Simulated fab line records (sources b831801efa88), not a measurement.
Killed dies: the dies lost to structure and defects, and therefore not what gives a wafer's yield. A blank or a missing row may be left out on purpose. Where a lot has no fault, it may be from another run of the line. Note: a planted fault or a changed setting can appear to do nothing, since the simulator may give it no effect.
Matching of chambers ; flow sky130 ; 4 sister chambers for SKY_VIA2_ETCH_14 on rie diel-02
The step etches BARC in N2/H2, stops on SiO2, time 45.9 s, target depth 60 nm. 16 wafers are shown with their chamber, then 8 later ones without.

== EACH WAFER AND ITS CHAMBER ==
wafer;chamber;drypump motor current A (A);oes product au (a.u.);throttle valve pct (%)
L075.2;0;5.9;0.845;13.228
L075.3;3;5.4;0.851;13.210
L075.5;2;5.9;0.848;13.233
L080.1;1;5.7;0.849;13.237
L080.2;2;5.8;0.854;13.214
L080.6;2;5.8;0.863;13.224
L083.2;3;5.4;0.855;13.226
L083.5;3;5.4;0.856;13.224
L083.6;2;5.8;0.858;13.226
L086.1;1;5.7;0.848;13.224
L086.2;2;5.8;0.857;13.216
L086.5;0;5.9;0.852;13.210
L087.3;1;5.7;0.849;13.211
L087.4;2;5.8;0.861;13.228
L087.6;1;5.7;0.854;13.218
L093.3;2;5.8;0.854;13.222

SIGNATURES, as means of the wafers listed above
reading;chamber 0;chamber 1;chamber 2;chamber 3;scatter within a chamber
drypump motor current A;5.900;5.700;5.814;5.400;0.0267
oes product au;0.84850;0.85000;0.85643;0.85400;0.00419
throttle valve pct;13.21900;13.22250;13.22329;13.22000;0.00887
Rule: a wafer lies at a distance from a chamber equal to the root of the sum of squares, over the readings, of (its reading less the chamber's mean, divided by the reading's scatter). The wafer belongs to the nearest chamber; if the next one is less than 2 further off, it can't be placed. The scatter: take each reading less its chamber's mean, square it, sum over the shown wafers, divide by the number of wafers less the number of chambers, and take the root.

== WAFERS MISSING THEIR CHAMBER ==
wafer;drypump motor current A (A);oes product au (a.u.);throttle valve pct (%)
L093.5;5.9;0.847;13.217
L093.6;5.4;0.851;13.227
L097.1;5.7;0.855;13.242
L097.2;5.9;0.860;13.222
L097.6;5.9;0.850;13.226
L095.2;5.8;0.858;13.227
L095.3;5.4;0.845;13.230
L095.4;5.7;0.859;13.229

== CHAMBER TAKEN BY EACH ==
wafer;from the rows above;in truth
L093.5;0;0
L093.6;3;3
L097.1;1;1
L097.2;can't be placed: 0 or 2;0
L097.6;0;0
L095.2;2;2
L095.3;3;3
L095.4;1;1
Correct placement for 7 of the 8. Unplaceable from these rows: 1, with the true chamber sitting among the candidates in 1. Placed wrongly: 0.
